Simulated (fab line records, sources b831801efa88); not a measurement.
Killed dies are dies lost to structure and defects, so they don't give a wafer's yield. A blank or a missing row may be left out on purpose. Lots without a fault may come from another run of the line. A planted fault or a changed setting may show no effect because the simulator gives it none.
fab line records | flow sky130
record lots=9 wafers=27 last_day=50
route steps=708 shown METAL4@631 VIA4@657 PAD_OPEN@708
lots that met no fault: from a run of the same line without faults
start_h: hours from the record's first day to the start of the lot's first wafer shown | wait_h: hours since the lot's step before | " the same as in the row above | L1.1+2: a row that stands for several wafers | - no value, or no start given | * or withheld: withheld | < > ~ a bound
route shown NAME@n: a module of which the file shows steps, and the number in the route of the first | usual: mean/standard deviation of fault-free wafers | same: alike in all rows | chamber/n: place in a boat | sites: the reading at each site | _std_site: their standard deviation | _edge_site: outer sites' mean less inner sites' | radius_mm: how far each site lies from the wafer's centre | mask NAME#n: copy n | behind: the tool/chamber that last shaped the wafer | hold: why the lot was held/for how many hours/how that ended | device: the transistor (n, p or np) that didn't switch | end of line: the same wafers' tests at the end of the route | a step without rows: its recipe alone | killed: dies lost to structure and defects at the first sort, not the wafer's yield | map: a wafer's dies, x killed, . not, _ none there
set.NAME: the setting as run; set.NAME@STEP: as run at that earlier step | model.NAME: the simulator's own value behind a step, which no gauge read
steps of the route over a sample of lots; a table a step, a row a wafer
services: from which hour (start_h, from the record's first day; less than 0 if before it) a tool's chamber was out of use, for how many hours, and why
## steps
# step SKY_METAL4_DESCUM_15
# recipe chemistry=O2 source_power_w=150 bias_power_w=0 pressure_mtorr=10 temp_c=40 time_s=8
# usual drypump_motor_current_A=6.1/0.36 oes_product_au=1.000/0.0081 temp_c=40.01/0.1
# same bias_power_w=0
# columns lot.wafer tool chamber start_h wait_h drypump_motor_current_A oes_product_au rf_hours_counter_h temp_c
L483.2 rie_metal-02 1 985.96 0.0 6.2 1.007 11 40.08
L483.4 " 1 " " 6.1 1.000 - 40.06
L483.5 " 0 " " 5.5 1.009 - 40.09
L484.3 rie_metal-04 1 990.57 0.0 5.7 1.008 - 39.92
L484.5 " 0 " " 6.3 1.003 - 40.12
L484.6 " 1 " " 5.7 0.997 - 40.08
L488.2 rie_metal-04 0 1019.95 0.0 6.3 1.012 14 40.26
L488.3 " 0 " " 6.3 1.010 - 39.98
L488.5 " 0 " " 6.3 1.003 - 40.10
L490.3 rie_metal-04 1 1031.96 0.0 5.7 0.999 - 40.07
L490.4 " 0 " " 6.3 1.009 - 40.19
L490.6 " 0 " " 6.3 1.006 - 39.95
L491.3 rie_metal-02 0 1038.01 0.0 5.5 1.013 - 39.98
L491.5 " 0 " " 5.6 1.017 - 39.99
L491.6 " 1 " " 6.1 1.007 - 39.95
L494.1 rie_metal-02 1 1062.30 0.0 6.2 1.006 15 39.99
L494.4 " 0 " " 5.6 1.003 - 40.05
L494.5 " 0 " " 5.6 1.007 - 39.88
L495.2 rie_metal-01 1 1064.50 0.0 6.6 0.979 15 40.00
L495.3 " 0 " " 6.1 1.002 - 40.02
L495.6 " 0 " " 6.1 1.001 - 40.16
L496.3 rie_metal-02 1 1066.91 0.0 6.2 0.988 - 40.08
L496.5 " 1 " " 6.2 1.001 - 40.23
L496.6 " 0 " " 5.6 1.000 - 40.21
L505.2 rie_metal-02 0 1115.31 0.0 5.6 1.004 21 40.05
L505.5 " 0 " " 5.6 0.995 - 39.97
L505.6 " 1 " " 6.2 0.995 - 39.92
# step SKY_METAL4_ETCH_16
# recipe chemistry=N2/H2 target=BARC ion_energy_ev=200 bias_w=100 pressure_mtorr=30 n2_flow_sccm=100 h2_flow_sccm=200 icp_w=500 stop_on=SiO2 time_s=88.2 target_depth_a=600
# usual drypump_motor_current_A=6.1/0.35 oes_product_au=0.626/0.0046 throttle_valve_pct=13.205/0.0091
# columns lot.wafer tool chamber start_h wait_h drypump_motor_current_A oes_product_au rf_hours_counter_h throttle_valve_pct
L483.2 rie_metal-02 1 985.99 0.0 6.2 0.621 11 13.216
L483.4 " 1 " " 6.1 0.630 - 13.205
L483.5 " 0 " " 5.5 0.623 - 13.210
L484.3 rie_metal-04 1 990.62 0.0 5.7 0.626 - 13.219
L484.5 " 0 " " 6.3 0.617 - 13.198
L484.6 " 1 " " 5.8 0.623 - 13.190
L488.2 rie_metal-04 0 1019.98 0.0 6.3 0.624 14 13.203
L488.3 " 0 " " 6.3 0.621 - 13.201
L488.5 " 0 " " 6.3 0.618 - 13.198
L490.3 rie_metal-04 1 1032.01 0.0 5.7 0.625 - 13.204
L490.4 " 0 " " 6.4 0.629 - 13.206
L490.6 " 0 " " 6.3 0.624 - 13.210
L491.3 rie_metal-02 0 1038.07 0.0 5.6 0.624 - 13.211
L491.5 " 0 " " 5.6 0.632 - 13.199
L491.6 " 1 " " 6.1 0.624 - 13.208
L494.1 rie_metal-02 1 1062.33 0.0 6.2 0.626 15 13.206
L494.4 " 0 " " 5.6 0.628 - 13.209
L494.5 " 0 " " 5.6 0.628 - 13.192
L495.2 rie_metal-01 1 1064.53 0.0 6.6 0.633 15 13.208
L495.3 " 0 " " 6.1 0.628 - 13.200
L495.6 " 0 " " 6.1 0.627 - 13.203
L496.3 rie_metal-02 1 1066.97 0.0 6.2 0.621 - 13.220
L496.5 " 1 " " 6.2 0.629 - 13.197
L496.6 " 0 " " 5.6 0.626 - 13.216
L505.2 rie_metal-02 0 1115.34 0.0 5.6 0.624 21 13.223
L505.5 " 0 " " 5.5 0.625 - 13.198
L505.6 " 1 " " 6.2 0.628 - 13.199
# step SKY_METAL4_STRIP_19
# recipe chemistry=O2/N2 power_w=1400 pressure_mtorr=1500 platen_temp_c=withheld o2_flow_sccm=3000 n2_flow_sccm=300 overash_fraction=0.5
# usual drypump_motor_current_A=6.1/0.41 oes_product_au=0.503/0.0051 strip_time_to_endpoint_s=6.55/0.054
# columns lot.wafer tool chamber start_h wait_h drypump_motor_current_A oes_product_au rf_hours_counter_h strip_time_to_endpoint_s
L483.2 plasma_asher-01 0 986.29 0.1 6.7 0.510 26 6.51
L483.4 " 0 " " 6.8 0.503 - 6.48
L483.5 " 0 " " 6.7 0.494 - 6.50
L484.3 plasma_asher-04 0 990.92 0.1 5.9 0.504 - 6.58
L484.5 " 0 " " 5.9 0.503 - 6.52
L484.6 " 1 " " 6.4 0.501 - 6.62
L488.2 plasma_asher-03 0 1020.28 0.1 6.2 0.499 95 6.55
L488.3 " 0 " " 6.1 0.504 - 6.51
L488.5 " 0 " " 6.2 0.506 - 6.52
L490.3 plasma_asher-04 1 1032.31 0.1 6.4 0.505 - 6.53
L490.4 " 0 " " 5.9 0.502 - 6.54
L490.6 " 1 " " 6.4 0.508 - 6.57
L491.3 plasma_asher-01 1 1038.36 0.1 5.7 0.501 - 6.57
L491.5 " 1 " " 5.7 0.505 - 6.53
L491.6 " 0 " " 6.7 0.495 - 6.51
L494.1 plasma_asher-03 0 1062.63 0.1 6.1 0.504 99 6.52
L494.4 " 0 " " 6.1 0.501 - 6.55
L494.5 " 1 " " 5.5 0.505 - 6.51
L495.2 plasma_asher-04 0 1064.83 0.1 5.9 0.508 50 6.52
L495.3 " 0 " " 5.9 0.505 - 6.52
L495.6 " 1 " " 6.4 0.504 - 6.54
L496.3 plasma_asher-04 0 1067.26 0.1 5.9 0.502 - 6.56
L496.5 " 1 " " 6.4 0.503 - 6.60
L496.6 " 0 " " 5.9 0.505 - 6.66
L505.2 plasma_asher-04 0 1115.64 0.1 5.9 0.500 56 6.61
L505.5 " 1 " " 6.4 0.500 - 6.59
L505.6 " 0 " " 5.9 0.511 - 6.54
# step SKY_VIA4_CVD_18
# recipe material=W target_thk_nm=505 time_s=152.14 temp_c=400 pressure_torr=40
# usual chamber_pressure_Torr=40.00/0.092 heater_power_w=860/70
# columns lot.wafer tool chamber start_h wait_h chamber_pressure_Torr heater_power_w
L483.2 cvd_w-01 1 1012.14 0.0 40.01 888
L483.4 " 0 " " 39.95 774
L483.5 " 0 " " 39.96 768
L484.3 cvd_w-01 0 1016.12 0.1 40.13 763
L484.5 " 1 " " 40.03 885
L484.6 " 0 " " 39.91 756
L488.2 cvd_w-02 1 1045.57 0.0 40.00 838
L488.3 " 0 " " 40.05 972
L488.5 " 1 " " 40.08 830
L490.3 cvd_w-01 1 1055.72 0.1 39.98 893
L490.4 " 0 " " 39.92 781
L490.6 " 0 " " 40.02 786
L491.3 cvd_w-01 1 1061.81 0.1 39.95 882
L491.5 " 0 " " 39.98 788
L491.6 " 1 " " 39.87 886
L494.1 cvd_w-01 0 1085.29 0.0 39.98 771
L494.4 " 1 " " 40.15 896
L494.5 " 0 " " 39.87 780
L495.2 cvd_w-02 1 1087.42 0.0 40.17 858
L495.3 " 1 " " 40.00 857
L495.6 " 0 " " 40.02 997
L496.3 cvd_w-01 1 1090.07 0.1 40.13 925
L496.5 " 0 " " 40.01 760
L496.6 " 1 " " 40.13 884
L505.2 cvd_w-02 0 1137.12 0.0 40.05 969
L505.5 " 1 " " 40.10 849
L505.6 " 0 " " 40.08 967
# step SKY_VIA4_RS_MEAS_19
# recipe thk_meas_gauge=four-point-probe reads=W_of_VIA4_CVD_18+TiN_of_VIA4_SPUTTER_17
# usual VIA4_W_RS=0.2263/0.0025
# columns lot.wafer tool chamber start_h wait_h VIA4_W_RS[ohm/sq]
L483.2 film_metro-02 - 1012.31 0.1 0.2260
L483.4 " - " " 0.2278
L483.5 " - " " 0.2323
L484.3 film_metro-02 - 1016.27 0.1 0.2293
L484.5 " - " " 0.2271
L484.6 " - " " 0.2280
L488.2 film_metro-02 - 1045.74 0.1 0.2234
L488.3 " - " " 0.2209
L488.5 " - " " 0.2257
L490.3 film_metro-01 - 1055.86 0.1 0.2268
L490.4 " - " " 0.2255
L490.6 " - " " 0.2262
L491.3 film_metro-01 - 1061.95 0.1 0.2275
L491.5 " - " " 0.2302
L491.6 " - " " 0.2246
L494.1 film_metro-03 - 1085.45 0.1 0.4296
L494.4 " - " " 0.2266
L494.5 " - " " 0.4281
L495.2 film_metro-01 - 1087.60 0.1 0.2219
L495.3 " - " " 0.2225
L495.6 " - " " 0.2234
L496.3 film_metro-02 - 1090.21 0.1 0.2269
L496.5 " - " " 0.4395
L496.6 " - " " 0.2270
L505.2 film_metro-02 - 1137.29 0.1 0.2276
L505.5 " - " " 0.2247
L505.6 " - " " 0.2279
# step SKY_VIA4_THK_MEAS_20
# recipe thk_meas_gauge=xrf reads=W_of_VIA4_CVD_18
# usual VIA4_W_THK=496/5.7
# columns lot.wafer tool chamber start_h wait_h VIA4_W_THK[nm]
L483.2 film_metro-02 - 1012.42 0.1 500
L483.4 " - " " 496
L483.5 " - " " 488
L484.3 film_metro-02 - 1016.37 0.1 492
L484.5 " - " " 495
L484.6 " - " " 496
L488.2 film_metro-02 - 1045.85 0.1 499
L488.3 " - " " 506
L488.5 " - " " 495
L490.3 film_metro-01 - 1055.96 0.1 497
L490.4 " - " " 499
L490.6 " - " " 496
L491.3 film_metro-01 - 1062.05 0.1 496
L491.5 " - " " 487
L491.6 " - " " 504
L494.1 film_metro-03 - 1085.57 0.1 265
L494.4 " - " " 491
L494.5 " - " " 262
L495.2 film_metro-01 - 1087.71 0.1 508
L495.3 " - " " 502
L495.6 " - " " 500
L496.3 film_metro-02 - 1090.31 0.1 496
L496.5 " - " " 259
L496.6 " - " " 495
L505.2 film_metro-02 - 1137.40 0.1 495
L505.5 " - " " 501
L505.6 " - " " 493
# step SKY_VIA4_CMP_21
# recipe stop_on=SiO2 t_overpolish_s=25 down_force_psi=3.5 platen_rpm=60 target_thk_nm=0 pad_velocity_m_s=0.94248
# usual motor_current_A=10.4/1.5 slurry_flow_ml_min=149.9/0.51 time_to_endpoint_s=123/4.6
# columns lot.wafer tool chamber start_h wait_h motor_current_A slurry_flow_ml_min time_to_endpoint_s
L483.4 cmp-02 0 1012.57 0.1 8.6 150.4 128
L483.2 " 1 " " 10.9 148.1 129
L483.5 " 3 " " 10.2 149.6 121
L484.3 cmp-02 0 1016.56 0.2 8.3 151.1 123
L484.6 " 1 " " 10.6 149.0 126
L484.5 " 2 " " 12.9 149.6 118
L488.3 cmp-02 2 1046.47 0.6 12.1 150.2 123
L488.2 " 1 " " 11.6 149.6 127
L488.5 " 3 " " 10.8 149.7 122
L490.3 cmp-02 3 1056.28 0.3 10.6 149.6 122
L490.4 " 1 " " 11.6 149.6 126
L490.6 " 2 " " 12.5 150.0 122
L491.3 cmp-02 3 1062.49 0.4 10.2 150.2 122
L491.5 " 1 " " 11.0 149.6 125
L491.6 " 2 " " 12.5 149.4 123
L494.4 cmp-02 2 1085.68 0.1 12.5 150.1 119
L494.1 " 0 " " 8.2 151.2 64
L494.5 " 1 " " 10.6 150.4 66
L495.3 cmp-02 0 1087.76 0.0 8.2 149.5 124
L495.2 " 2 " " 12.4 149.5 123
L495.6 " 1 " " 11.2 150.3 129
L496.3 cmp-01 1 1090.35 0.0 10.2 150.0 116
L496.5 " 1 " " 11.3 150.3 60
L496.6 " 2 " " 12.2 150.0 122
L505.2 cmp-01 3 1137.76 0.4 9.4 150.9 126
L505.5 " 1 " " 11.2 148.8 130
L505.6 " 2 " " 12.6 149.5 131
# step SKY_PAD_OPEN_PROBE_99
# usual defect_limited_yield=82.2/1.9 killed_at_M0_to_M3=44/6.6 killed_at_M4_up=3.4/1.9 killed_at_contacts=25/5.6 killed_at_front_end=15/4.6 killed_at_other=0.3/0.6 killed_dies=88/9.5 killed_on_rim=17/3.8 killed_open=47/7.1 killed_short=40/6.4 sort_bin_3_pad_short=1.0/0.47 sort_bin_5_function=10.4/1.4 sort_bin_6_memory=6.4/1.1 sort_n_pass=404/9.5 sort_yield_pct=82.2/1.9
# same gross_dies=492 killed_at_back_side=0 sort_bin_4_leakage[%]=0 sort_bin_8_speed[%]=0
# columns lot.wafer tool chamber start_h wait_h defect_limited_yield[%] killed_at_M0_to_M3 killed_at_M4_up killed_at_contacts killed_at_front_end killed_at_other killed_dies killed_on_rim killed_open killed_short sort_bin_3_pad_short[%] sort_bin_5_function[%] sort_bin_6_memory[%] sort_n_pass sort_yield_pct[%]
L488.2 prober-02 - 1112.91 0.1 81.7 43 1 29 17 0 90 19 53 35 1.0 9.3 7.9 402 81.7
L488.3 prober-02 - 1112.96 0.2 82.5 48 2 14 22 0 86 24 56 30 0.6 8.5 8.3 406 82.5
L488.5 prober-02 - 1113.06 0.2 83.5 40 1 20 20 0 81 17 39 42 0.8 10.0 5.7 411 83.5
L495.2 prober-01 - 1149.82 0.1 83.3 43 5 22 12 0 82 20 43 39 1.4 8.9 6.3 410 83.3
L495.3 prober-01 - 1149.87 0.2 84.1 31 2 34 11 0 78 19 47 31 0.6 9.3 5.9 414 84.1
L495.6 prober-01 - 1150.02 0.2 80.3 43 6 25 23 0 97 22 59 38 1.2 10.8 7.7 395 80.3
L496.3 prober-02 - 1152.12 0.2 81.1 50 3 29 11 0 93 22 48 45 2.2 10.6 6.1 399 81.1
L496.5 prober-02 - 1152.22 0.2 85.6 38 1 18 13 1 71 12 41 30 0.4 8.5 5.5 421 85.6
L496.6 prober-02 - 1152.27 0.2 83.1 50 1 23 9 0 83 19 42 41 0.8 9.3 6.7 409 83.1
# killed by level:class
L488.2 VIA2:geometric_particle:open=11 CONTACT:geometric_particle:open=9 METAL1:geometric_particle:short=8 LI_CONTACT:geometric_particle:open=7 VIA3:geometric_particle:open=7 FIELD_ISO:geometric_particle:open=5 FIELD_ISO:geometric_particle:short=5 METAL1:geometric_particle:open=5
L488.3 VIA3:geometric_particle:open=13 VIA1:geometric_particle:short=10 VIA1:geometric_particle:open=10 POLY_GATE:geometric_particle:open=7 CONTACT:geometric_particle:open=6 VIA2:geometric_particle:open=5 FIELD_ISO:geometric_particle:short=4 LI_CONTACT:geometric_particle:open=4
L488.5 POLY_GATE:geometric_particle:open=9 LI_CONTACT:geometric_particle:open=7 METAL1:geometric_particle:short=7 CONTACT:geometric_particle:open=6 VIA1:geometric_particle:short=6 FIELD_ISO:geometric_particle:short=5 VIA2:geometric_particle:open=5 VIA3:geometric_particle:short=5
L495.2 CONTACT:geometric_particle:open=11 VIA3:geometric_particle:open=10 VIA1:geometric_particle:open=7 METAL1:geometric_particle:short=7 VIA1:geometric_particle:short=6 LI_CONTACT:geometric_particle:open=5 FIELD_ISO:geometric_particle:short=4 METAL3:geometric_particle:short=4
L495.3 CONTACT:geometric_particle:open=13 LI_CONTACT:geometric_particle:open=10 VIA3:geometric_particle:open=8 POLY_GATE:geometric_particle:open=5 CONTACT:geometric_particle:short=5 VIA1:geometric_particle:open=5 VIA1:geometric_particle:short=5 METAL2:geometric_particle:short=4
L495.6 VIA1:geometric_particle:open=12 VIA3:geometric_particle:open=10 CONTACT:geometric_particle:open=10 FIELD_ISO:geometric_particle:open=8 VIA2:geometric_particle:open=6 LI_CONTACT:geometric_particle:open=5 CONTACT:geometric_particle:short=5 METAL4:geometric_particle:short=5
L496.3 VIA1:geometric_particle:open=10 LI_CONTACT:geometric_particle:open=9 METAL1:geometric_particle:short=8 CONTACT:geometric_particle:open=7 VIA3:geometric_particle:open=7 VIA1:geometric_particle:short=6 VIA3:geometric_particle:short=5 POLY_GATE:geometric_particle:open=4
L496.5 VIA1:geometric_particle:open=10 LI_CONTACT:geometric_particle:open=6 CONTACT:geometric_particle:open=6 VIA3:geometric_particle:open=6 METAL2:geometric_particle:short=5 VIA2:geometric_particle:open=5 LOCAL_INTERCONNECT:geometric_particle:short=4 VIA1:geometric_particle:short=4
L496.6 METAL1:geometric_particle:short=11 CONTACT:geometric_particle:open=8 VIA1:geometric_particle:short=7 LI_CONTACT:geometric_particle:open=6 VIA2:geometric_particle:open=6 VIA1:geometric_particle:open=5 VIA2:geometric_particle:short=5 VIA3:geometric_particle:open=5
## services
# columns tool chamber start_h hours kind
cmp-01 - 1003.81 0.4 repair
cmp-01 - 1014.85 0.9 repair
cvd_w-01 0 1022.64 2.6 repair
cvd_w-01 - 1023.38 6.0 pm
cmp-02 - 1023.99 4.0 repair
plasma_asher-03 - 1030.41 2.1 repair
plasma_asher-03 - 1033.73 0.4 repair
cmp-01 - 1043.47 24.3 repair
cvd_w-01 - 1047.88 0.6 repair
rie_metal-01 - 1055.53 2.4 repair
plasma_asher-01 - 1061.15 12.7 repair
cmp-02 - 1072.67 3.4 repair
cmp-02 - 1093.81 4.0 pm
rie_metal-04 - 1094.69 0.5 repair
plasma_asher-01 - 1097.38 1.3 repair
cmp-02 - 1097.81 - consumable_replace:conditioner
cmp-02 - 1108.20 3.8 repair
rie_metal-04 - 1111.92 4.0 pm
cmp-02 - 1112.01 7.0 pm
cmp-02 - 1123.14 7.0 pm
rie_metal-04 - 1124.09 1.4 pm
cmp-01 - 1131.30 6.1 pm
cvd_w-02 - 1131.47 1.4 repair
cvd_w-01 - 1136.66 14.6 pm
## key
first_sign step=SKY_VIA4_RS_MEAS_19 reading=VIA4_W_RS direction=up sigmas=84 usual=0.2263 struck=0.4324
effect step=SKY_VIA4_THK_MEAS_20 reading=VIA4_W_THK direction=down sigmas=41 usual=496 struck=262
effect step=SKY_VIA4_CMP_21 reading=time_to_endpoint_s direction=down sigmas=13 usual=* struck=*
met_at SKY_VIA4_CVD_18
struck_lots L494,L496
struck_wafers L494.1,L494.5,L496.5
not_acting_at SKY_METAL4_DESCUM_15,SKY_METAL4_ETCH_16,SKY_METAL4_STRIP_19
onset_between 1061.81 1085.29
fault kind=process_parameter_drift tool=cvd_w-01 chamber=0 onset_h=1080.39 steps=SKY_VIA4_CVD_18 channel=target_thk_nm offset=-239.56 shape=step end_h=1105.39 acts_in=these_recipes_only stated=505
